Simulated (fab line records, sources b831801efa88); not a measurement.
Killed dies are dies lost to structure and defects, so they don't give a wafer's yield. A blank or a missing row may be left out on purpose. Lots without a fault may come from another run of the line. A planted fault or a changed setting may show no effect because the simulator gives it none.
Which tool did it? | flow sky130 | 13 lots, 39 wafers sampled, at 3 steps of a route of 708

WHAT THE GAUGES READ, wafer by wafer
SKY_METAL1_THK_MEAS_06: measures by xrf. Usual: METAL1_ALCU_THK 250 nm, standard deviation 3.6.
lot  | measured     | on            | METAL1_ALCU_THK (nm) | flag
L735 | day 31 14:12 | film_metro-03 | 247 248 256          |
L737 | day 32 00:38 | film_metro-03 | 255 251 253          |
L740 | day 32 21:49 | film_metro-03 | 251 252 253          |
L741 | day 33 05:57 | film_metro-02 | 245 245 245          |
L742 | day 34 05:32 | film_metro-03 | 254 256 255          |
L744 | day 34 13:11 | film_metro-02 | 251 243 246          |
L750 | day 36 19:36 | film_metro-03 | 256 258 250          |
L753 | day 36 22:19 | film_metro-02 | 249 249 250          |
L754 | day 37 07:44 | film_metro-04 | 245 251 249          |
L755 | day 37 13:35 | film_metro-03 | 251 248 254          |
L756 | day 37 23:52 | film_metro-02 | 250 250 246          |
L757 | day 38 10:16 | film_metro-04 | 251 252 252          |
L758 | day 38 14:08 | film_metro-03 | 258 252 255          |

SKY_VIA1_RS_MEAS_22: measures by four-point-probe. Usual: VIA1_W_RS 0.428 ohm/sq, standard deviation 0.0043.
lot  | measured     | on            | VIA1_W_RS (ohm/sq) | flag
L735 | day 34 00:21 | film_metro-01 | 0.424 0.425 0.431  |
L737 | day 34 09:19 | film_metro-04 | 0.432 0.434 0.433  |
L740 | day 35 06:53 | film_metro-01 | 0.425 0.428 0.424  |
L741 | day 35 13:55 | film_metro-04 | 0.424 0.430 0.430  |
L742 | day 36 12:44 | film_metro-01 | 0.430 0.427 0.430  |
L744 | day 36 19:31 | film_metro-02 | 0.427 0.431 0.428  |
L750 | day 39 00:28 | film_metro-04 | 0.428 0.426 0.431  |
L753 | day 39 04:07 | film_metro-02 | 0.430 0.423 0.425  |
L754 | day 39 12:40 | film_metro-04 | 0.418 0.421 0.422  |
L755 | day 39 17:52 | film_metro-04 | 0.422 0.428 0.428  |
L756 | day 40 03:22 | film_metro-02 | 0.425 0.429 0.432  |
L757 | day 40 13:17 | film_metro-02 | 0.431 0.434 0.431  |
L758 | day 40 17:51 | film_metro-01 | 0.427 0.426 0.432  |

WHICH TOOL RAN EACH LOT (tool, then ch and the chambers of the sampled wafers, then the start)
lot  | SKY_LDD_LDN_EXPOSE_04
L735 | iline_stepper-01 ch 0, day 21 18:37
L737 | iline_stepper-01 ch 0, day 22 11:41
L740 | iline_stepper-02 ch 0, day 23 08:04
L741 | iline_stepper-01 ch 0, day 23 18:24
L742 | iline_stepper-01 ch 0, day 24 20:07
L744 | iline_stepper-02 ch 0, day 25 05:16
L750 | iline_stepper-01 ch 0, day 27 19:35
L753 | iline_stepper-02 ch 0, day 28 00:57
L754 | iline_stepper-02 ch 0, day 28 08:19
L755 | iline_stepper-01 ch 0, day 28 15:41
L756 | iline_stepper-02 ch 0, day 29 04:41
L757 | iline_stepper-02 ch 0, day 29 12:55
L758 | iline_stepper-01 ch 0, day 29 21:08
- SKY_LDD_LDN_EXPOSE_04: exposes mask LDNTM, target cd 700 nm.

WHAT THE TOOLS THEMSELVES READ (means of the sampled wafers that have a number; where no wafer has one, the mark that the record gives instead)
SKY_LDD_LDN_EXPOSE_04. Usual: stage_vel_mm_s 500.03 mm/s, standard deviation 0.24.
lot  | tool             | stage_vel_mm_s (mm/s) | flag
L735 | iline_stepper-01 | 500.02                |
L737 | iline_stepper-01 | 500.15                |
L740 | iline_stepper-02 | 499.71                |
L741 | iline_stepper-01 | 499.83                |
L742 | iline_stepper-01 | 500.16                |
L744 | iline_stepper-02 | 500.03                |
L750 | iline_stepper-01 | 500.05                |
L753 | iline_stepper-02 | 499.87                |
L754 | iline_stepper-02 | 499.78                |
L755 | iline_stepper-01 | 500.15                |
L756 | iline_stepper-02 | 499.90                |
L757 | iline_stepper-02 | 500.43                |
L758 | iline_stepper-01 | 500.17                |

THE ANSWER, worked out from the rows above alone
Rule: a lot is off if the mean of its wafers that have a number lies more than 3 standard deviations from the usual mean. A lot without any number at a reading at which 4 lots or more have one is off too. The other lots that the step has rows for count as sound. The gauges are gone through in route order, then the tools' own readings, and for those a lot's mean is taken as printed above. The first step at which some lot is off is used, and at that step the reading that is off furthest; a lot without a number counts as furthest.
No lot is off at any reading shown: from this, nothing can be told.

WHAT THE SIMULATOR HAD PUT IN
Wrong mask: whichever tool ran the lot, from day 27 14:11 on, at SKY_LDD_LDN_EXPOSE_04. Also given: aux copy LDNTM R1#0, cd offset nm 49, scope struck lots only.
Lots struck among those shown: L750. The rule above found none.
